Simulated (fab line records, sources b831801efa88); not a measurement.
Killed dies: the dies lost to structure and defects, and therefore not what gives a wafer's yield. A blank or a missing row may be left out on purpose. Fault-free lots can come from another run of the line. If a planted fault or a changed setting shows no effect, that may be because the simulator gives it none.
fab line records | flow sky130
record: lots: 6 wafers: 16 last_day: 49
route steps=708 shown CONTACT@417 PAD_OPEN@708
lots with no fault: from the same line, run without faults
start_h: the number of hours between the record's first day and the start of the first shown wafer of the lot | wait_h: hours since the lot's step before | " same as the row above | L1.1+2: a row that stands for several wafers | - either no value or no given start | * or withheld: withheld | < > ~ a bound
route shown NAME@n: a module of which the file shows steps, and the number in the route of the first | usual: mean/standard deviation taken from wafers without a fault | same: alike in all rows | chamber/n: place in a boat | sites: per-site readings | _std_site: standard deviation of those values | _edge_site: the outer-site mean with the inner-site mean subtracted | radius_mm: how far each site lies from the wafer's centre | mask NAME#n: copy n | behind: tool/chamber where the wafer was last shaped | hold: what put the lot on hold/how long, in hours/how the hold closed | device: which transistor (n, p or np) failed to switch | end of line: tests run on the same wafers once the route is complete | step lacking rows: just its recipe | killed: dies that structure and defects cost at the first sort, which is not the same as the wafer's yield | map: dies across one wafer; x = killed, . = not, _ = none there
set.NAME: the run value of the setting; set.NAME@STEP: its run value at that earlier step | model.NAME: the simulator's own value behind a step, which no gauge read
a table for each step, a row for each wafer; lots at some steps of the route
services: the hour from which a tool's chamber was out of use, counted from the record's first day as start_h (under 0 if before that day), plus the number of hours and why
== steps ==
step: SKY_CONTACT_EXPOSE_11
recipe: mask_id: CTM1 na: 0.8 source_shape: annular sigma_inner: 0.55 sigma_outer: 0.85 target_cd_nm: 170 dose_mj: 38
step: SKY_CONTACT_PEB_12
recipe: peb_temp_c: withheld peb_time_s: withheld resist: KrF-thick
step: SKY_CONTACT_DEVELOP_13
recipe: develop_time_s: 60 resist: KrF-thick dev_temp_c: 21
step: SKY_CONTACT_CD_MEAS_14
recipe: target_cd_nm: 170
usual: cd_nm: 169.5/1.6
columns lot.wafer tool chamber start_h wait_h cd_nm
L361.3 cd_sem-01 - 784.19 - 169.3
L361.4 " - " " 168.8
L361.6 " - " " 168.7
L362.1 cd_sem-02 - 791.31 - 170.3
L362.2 " - " " 170.1
L362.6 " - " " 168.9
L368.2 cd_sem-01 - 848.03 - 168.2
L368.5 " - " " 167.4
L370.1 cd_sem-02 - 854.51 - 170.5
L370.2 " - " " 170.9
L372.2 cd_sem-01 - 871.78 - 171.0
L372.3 " - " " 169.6
L372.4 " - " " 171.1
L375.3 cd_sem-01 - 882.80 - 168.1
L375.4 " - " " 167.1
L375.5 " - " " 167.8
step: SKY_CONTACT_OVL_MEAS_15
usual: CONTACT_OVL: -3/5.4
columns lot.wafer tool chamber start_h wait_h CONTACT_OVL[nm]
L361.3 overlay-01 - 784.28 0.1 -6
L361.4 " - " " 0
L361.6 " - " " -5
L362.1 overlay-02 - 791.43 0.1 -2
L362.2 " - " " -6
L362.6 " - " " 4
L368.2 overlay-01 - 848.14 0.1 -3
L368.5 " - " " 1
L370.1 overlay-01 - 854.63 0.1 -4
L370.2 " - " " -1
L372.2 overlay-02 - 871.88 0.1 -18
L372.3 " - " " -14
L372.4 " - " " -15
L375.3 overlay-01 - 882.89 0.1 9
L375.4 " - " " 6
L375.5 " - " " 4
step: SKY_CONTACT_ETCH_16
recipe: chemistry: N2/H2 target: BARC ion_energy_ev: 200 source_w: 500 bias_w: 100 pressure_mtorr: 30 n2_flow_sccm: 100 h2_flow_sccm: 200 stop_on: SiO2 time_s: 45.9 target_depth_a: 600
usual: drypump_motor_current_A: 5.6/0.5 n2_flow_sccm: 99.97/0.3 oes_product_au: 0.854/0.0044 throttle_valve_pct: 13.225/0.0089
columns lot.wafer tool chamber start_h wait_h drypump_motor_current_A n2_flow_sccm oes_product_au rf_hours_counter_h throttle_valve_pct
L361.3 rie_diel-02 2 784.30 0.0 5.6 99.57 0.856 7 13.234
L361.4 " 1 " " 4.7 100.28 0.858 - 13.224
L361.6 " 2 " " 5.6 99.77 0.853 - 13.233
L362.1 rie_diel-02 1 791.47 0.0 4.7 100.12 0.860 9 13.219
L362.2 " 0 " " 5.9 100.34 0.857 6 13.232
L362.6 " 1 " " 4.7 99.87 0.851 - 13.222
L368.2 rie_diel-03 2 848.17 0.0 5.5 99.74 0.855 6 13.225
L368.5 " 0 " " 6.1 99.70 0.861 - 13.227
L370.1 rie_diel-03 3 854.67 0.0 5.5 100.02 0.857 22 13.224
L370.2 " 1 " " 6.4 100.21 0.858 11 13.218
L372.2 rie_diel-01 0 871.91 0.0 6.4 99.89 0.847 19 13.243
L372.3 " 2 " " 5.6 100.52 0.851 12 13.233
L372.4 " 1 " " 5.9 99.98 0.849 24 13.230
L375.3 rie_diel-03 3 882.91 0.0 5.5 99.84 0.848 23 13.205
L375.4 " 2 " " 5.5 99.48 0.850 7 13.255
L375.5 " 1 " " 6.4 100.49 0.862 - 13.224
step: SKY_CONTACT_ETCH_17
recipe: target: SiO2 chemistry: C4F8/O2/Ar stop_on: Si3N4 mask_material: KrF-thick source_w: 1500 bias_w: 1200 pressure_mtorr: 40 c4f8_flow_sccm: withheld O2_flow_sccm: 6 Ar_flow_sccm: 300 time_s: withheld target_depth_a: 3400
usual: oes_product_au: 0.892/0.0047
columns lot.wafer tool chamber start_h wait_h oes_product_au
L361.3 rie_diel-02 2 784.34 0.0 0.887
L361.4 " 1 " " 0.900
L361.6 " 2 " " 0.890
L362.1 rie_diel-02 1 791.51 0.0 0.894
L362.2 " 0 " " 0.888
L362.6 " 1 " " 0.893
L368.2 rie_diel-03 2 848.21 0.0 0.896
L368.5 " 0 " " 0.885
L370.1 rie_diel-03 3 854.71 0.0 0.894
L370.2 " 1 " " 0.893
L372.2 rie_diel-01 0 871.96 0.0 0.890
L372.3 " 2 " " 0.888
L372.4 " 1 " " 0.888
L375.3 rie_diel-03 3 882.96 0.0 0.899
L375.4 " 2 " " 0.891
L375.5 " 1 " " 0.894
step: SKY_CONTACT_ETCH_18
recipe: target: Si3N4 chemistry: CHF3/O2 stop_on: TiN source_w: 600 bias_w: 200 pressure_mtorr: 40 chf3_flow_sccm: 50 O2_flow_sccm: 5 time_s: 39 target_depth_a: 750
usual: drypump_motor_current_A: 5.6/0.5 oes_product_au: 0.855/0.0084 throttle_valve_pct: 8.793/0.0086
columns lot.wafer tool chamber start_h wait_h drypump_motor_current_A oes_product_au rf_hours_counter_h throttle_valve_pct
L361.3 rie_diel-02 2 - - 5.6 0.850 7 8.782
L361.4 " 1 " " 4.7 0.869 - 8.798
L361.6 " 2 " " 5.7 0.844 - 8.784
L362.1 rie_diel-02 1 - - 4.7 0.864 9 8.808
L362.2 " 0 " " 5.8 0.857 6 8.787
L362.6 " 1 " " 4.7 0.858 - 8.792
L368.2 rie_diel-03 2 - - 5.5 0.843 6 8.783
L368.5 " 0 " " 6.1 0.855 - 8.775
L370.1 rie_diel-03 3 - - 5.4 0.850 22 8.800
L370.2 " 1 " " 6.3 0.840 11 8.778
L372.2 rie_diel-01 0 - - 6.4 0.858 19 8.793
L372.3 " 2 " " 5.6 0.858 12 8.791
L372.4 " 1 " " 5.9 0.860 24 8.801
L375.3 rie_diel-03 3 - - 5.5 0.855 23 8.802
L375.4 " 2 " " 5.5 0.864 7 8.806
L375.5 " 1 " " 6.3 0.863 - 8.789
step: SKY_CONTACT_STRIP_19
recipe: chemistry: O2/N2 power_w: 1400 pressure_mtorr: 1500 platen_temp_c: withheld o2_flow_sccm: 3000 n2_flow_sccm: 300 overash_fraction: 0.5
usual: drypump_motor_current_A: 6.10/0.29 n2_flow_sccm: 300.0/0.91 oes_product_au: 0.380/0.0043 strip_time_to_endpoint_s: 3.618/0.025
same: overash_fraction: 0.5
columns lot.wafer tool chamber start_h wait_h drypump_motor_current_A n2_flow_sccm oes_product_au rf_hours_counter_h strip_time_to_endpoint_s
L361.3 plasma_asher-02 0 784.47 - 5.75 300.4 0.380 - 3.595
L361.4 " 1 " " 6.54 299.2 0.386 - 3.629
L361.6 " 0 " " 5.75 299.8 0.381 - 3.593
L362.1 plasma_asher-02 1 791.60 - 6.51 299.3 0.385 5 3.642
L362.2 " 0 " " 5.73 300.1 0.381 5 3.621
L362.6 " 1 " " 6.55 299.6 0.387 - 3.620
L368.2 plasma_asher-02 1 848.30 - 6.47 301.8 0.372 8 3.576
L368.5 " 0 " " 5.75 300.8 0.381 - 3.630
L370.1 plasma_asher-01 0 854.80 - 5.85 300.5 0.387 107 3.640
L370.2 " 1 " " 6.38 300.8 0.380 107 3.624
L372.2 plasma_asher-02 1 872.05 - 6.57 301.2 0.376 11 3.585
L372.3 " 1 " " 6.54 301.8 0.384 - 3.615
L372.4 " 0 " " 5.74 302.0 0.376 - 3.636
L375.3 plasma_asher-03 1 883.08 - 6.17 300.8 0.380 - 3.611
L375.4 " 0 " " 5.96 299.7 0.380 - 3.579
L375.5 " 1 " " 6.12 302.3 0.382 - 3.643
step: SKY_CONTACT_STRIP_20
recipe: chemistry: post_etch_residue_remover time_s: 1200 temp_c: 72.5
step: SKY_CONTACT_CLEAN_21
recipe: chemistry: IPA time_s: 180 temp_c: 25
step: SKY_CONTACT_CLEAN_22
recipe: chemistry: O3/DIW dry: n2_spin
step: SKY_CONTACT_SPUTTER_23
recipe: material: TiN target_thk_nm: 20 chamber_pressure_pa: 5 power_w: 4000 time_s: 80
usual: throttle_valve_pct: 30.4/0.95
columns lot.wafer tool chamber start_h wait_h throttle_valve_pct model.TiN_of_CONTACT_SPUTTER_23.thk_nm
L361.3 pvd_sputter-02 - 785.03 0.0 29.0 19.77
L361.4 " - " " 31.3 19.99
L361.6 " - " " 31.5 20.14
L362.1 pvd_sputter-03 - 792.19 0.0 29.8 19.91
L362.2 " - " " 29.7 19.7
L362.6 " - " " 29.5 19.78
L368.2 pvd_sputter-02 - 848.89 0.0 29.3 25.24
L368.5 " - " " 30.9 19.77
L370.1 pvd_sputter-02 - 855.46 0.0 31.5 20.23
L370.2 " - " " 31.1 25.68
L372.2 pvd_sputter-01 - 872.70 0.0 30.9 20.13
L372.3 " - " " 29.3 20.07
L372.4 " - " " 30.3 20.38
L375.3 pvd_sputter-03 - 883.77 0.0 31.0 20.01
L375.4 " - " " 31.7 20.03
L375.5 " - " " 31.0 20.01
step: SKY_CONTACT_CVD_24
recipe: material: W target_thk_nm: 340 time_s: 102.12 temp_c: 400 pressure_torr: 40
usual: heater_power_w: 803/72
columns lot.wafer tool chamber start_h wait_h heater_power_w
L361.3 cvd_w-02 0 785.13 0.1 852
L361.4 " 1 " " 866
L361.6 " 0 " " 840
L362.1 cvd_w-01 1 792.25 0.0 784
L362.2 " 0 " " 684
L362.6 " 1 " " 793
L368.2 cvd_w-02 1 848.96 0.0 836
L368.5 " 1 " " 869
L370.1 cvd_w-02 1 855.52 0.0 862
L370.2 " 0 " " 848
L372.2 cvd_w-02 0 872.76 0.0 865
L372.3 " 1 " " 881
L372.4 " 0 " " 852
L375.3 cvd_w-01 0 883.86 0.1 663
L375.4 " 1 " " 805
L375.5 " 0 " " 680
step: SKY_PAD_OPEN_PROBE_99
usual: killed_at_M0_to_M3: 44/6.8 killed_at_M4_up: 3.2/1.7 killed_at_contacts: 24/4.9 killed_at_front_end: 14/4.1 killed_at_other: 0.2/0.51 killed_dies: 85/8.7 killed_open: 46/6.8 killed_short: 39/6.1
same: gross_dies: 492 killed_at_back_side: 0
columns lot.wafer tool chamber start_h wait_h killed_at_M0_to_M3 killed_at_M4_up killed_at_contacts killed_at_front_end killed_at_other killed_dies killed_open killed_short
L361.3 prober-02 - 1109.47 0.2 34 2 22 14 0 72 35 37
L361.4 prober-02 - 1109.52 0.2 44 3 29 12 0 88 49 39
L361.6 prober-02 - 1109.62 0.2 41 1 26 18 0 86 46 40
L368.2 prober-01 - 1160.20 0.1 48 3 28 15 0 94 55 39
L370.1 prober-01 - 1169.72 0.1 43 4 25 22 0 94 52 42
L370.2 prober-01 - 1169.77 0.1 46 1 24 18 0 89 45 44
L372.2 prober-01 - 1173.32 0.1 49 5 22 13 1 90 49 41
L372.3 prober-01 - 1173.37 0.2 40 6 17 15 0 78 35 43
L372.4 prober-01 - 1173.42 0.2 48 5 21 10 0 84 43 41
killed by level:class
L361.3 CONTACT:geometric_particle:open=11 METAL1:geometric_particle:short=6 VIA1:geometric_particle:open=5 LOCAL_INTERCONNECT:geometric_particle:short=5 METAL3:geometric_particle:short=5 FIELD_ISO:geometric_particle:short=4 CONTACT:geometric_particle:short=4 VIA2:geometric_particle:open=4
L361.4 VIA3:geometric_particle:open=12 CONTACT:geometric_particle:open=11 VIA1:geometric_particle:open=8 VIA1:geometric_particle:short=8 CONTACT:geometric_particle:short=7 LI_CONTACT:geometric_particle:open=5 METAL1:geometric_particle:short=5 VIA3:geometric_particle:short=4
L361.6 CONTACT:geometric_particle:open=14 VIA3:geometric_particle:open=8 VIA1:geometric_particle:open=6 VIA2:geometric_particle:open=6 POLY_GATE:geometric_particle:short=5 METAL1:geometric_particle:short=5 METAL2:geometric_particle:short=5 FIELD_ISO:geometric_particle:short=4
L368.2 VIA2:geometric_particle:open=11 CONTACT:geometric_particle:short=10 VIA1:geometric_particle:open=10 CONTACT:geometric_particle:open=9 POLY_GATE:geometric_particle:open=7 VIA3:geometric_particle:open=7 LI_CONTACT:geometric_particle:open=6 METAL2:geometric_particle:short=5
L370.1 VIA1:geometric_particle:open=12 CONTACT:geometric_particle:open=10 METAL2:geometric_particle:short=7 POLY_GATE:geometric_particle:short=6 LOCAL_INTERCONNECT:geometric_particle:short=6 VIA2:geometric_particle:open=6 FIELD_ISO:geometric_particle:open=5 POLY_GATE:geometric_particle:open=5
L370.2 VIA1:geometric_particle:open=8 CONTACT:geometric_particle:open=7 FIELD_ISO:geometric_particle:short=6 POLY_GATE:geometric_particle:open=6 VIA2:geometric_particle:open=6 VIA3:geometric_particle:open=6 VIA3:geometric_particle:short=5 LI_CONTACT:geometric_particle:open=5
L372.2 VIA1:geometric_particle:open=10 CONTACT:geometric_particle:open=9 VIA3:geometric_particle:open=9 VIA3:geometric_particle:short=7 METAL1:geometric_particle:short=7 VIA1:geometric_particle:short=6 FIELD_ISO:geometric_particle:open=5 CONTACT:geometric_particle:short=5
L372.3 CONTACT:geometric_particle:open=8 VIA1:geometric_particle:open=8 FIELD_ISO:geometric_particle:short=7 METAL4:geometric_particle:short=5 VIA2:geometric_particle:open=5 VIA3:geometric_particle:short=4 LOCAL_INTERCONNECT:geometric_particle:short=4 VIA3:geometric_particle:open=4
L372.4 VIA1:geometric_particle:open=9 CONTACT:geometric_particle:open=9 METAL1:geometric_particle:short=7 VIA3:geometric_particle:open=6 VIA2:geometric_particle:open=6 FIELD_ISO:geometric_particle:short=5 LI_CONTACT:geometric_particle:open=4 VIA1:geometric_particle:short=4
== services ==
columns tool chamber start_h hours kind
rie_diel-01 2 762.22 52.3 repair
rie_diel-02 3 764.44 26.5 repair
rie_diel-03 - 764.97 38.8 repair
pvd_sputter-01 - 765.70 12.3 repair
rie_diel-01 3 772.81 12.5 repair
rie_diel-03 2 774.71 6.1 repair
cvd_w-01 - 775.39 1.0 repair
rie_diel-01 0 775.66 3.3 repair
pvd_sputter-02 - 775.77 2.7 repair
pvd_sputter-01 - 781.16 50.1 repair
plasma_asher-03 - 794.37 15.5 repair
rie_diel-01 0 798.87 4.5 repair
plasma_asher-03 - 804.96 1.6 repair
rie_diel-01 1 807.07 13.0 repair
pvd_sputter-01 - 812.53 1.7 repair
rie_diel-03 - 819.74 2.8 pm
rie_diel-02 1 821.04 10.0 repair
plasma_asher-02 - 821.65 11.7 repair
cvd_w-02 0 824.55 8.5 repair
plasma_asher-02 - 833.31 14.6 pm
cvd_w-02 0 849.62 3.6 repair
rie_diel-03 2 854.63 4.4 repair
rie_diel-02 0 865.09 16.8 repair
rie_diel-02 1 878.72 16.1 repair
== key ==
first_sign none at tools or gauges
model_effect: step: SKY_CONTACT_SPUTTER_23 value: TiN_of_CONTACT_SPUTTER_23.thk_nm without: 19.7 struck: 25.46
met_at SKY_CONTACT_SPUTTER_23
struck_wafers L368.2,L370.2
tester_left_out L368,L370
onset_between 785.03 848.89
fault: kind: process_parameter_drift tool: pvd_sputter-02 chamber: - onset_h: 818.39 steps: SKY_CONTACT_SPUTTER_23 channel: target_thk_nm offset: 5.7652 shape: step end_h: 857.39 scope: struck_wafers_only acts_in: these_recipes_only stated: 20
tester_left_out: of these lots the tester's yield and bins aren't shown, on N5 and GAA mostly nor the transistor test; their killed dies are dies lost to structure and defects alone, not to doping, threshold or leakage, so they don't give the yield
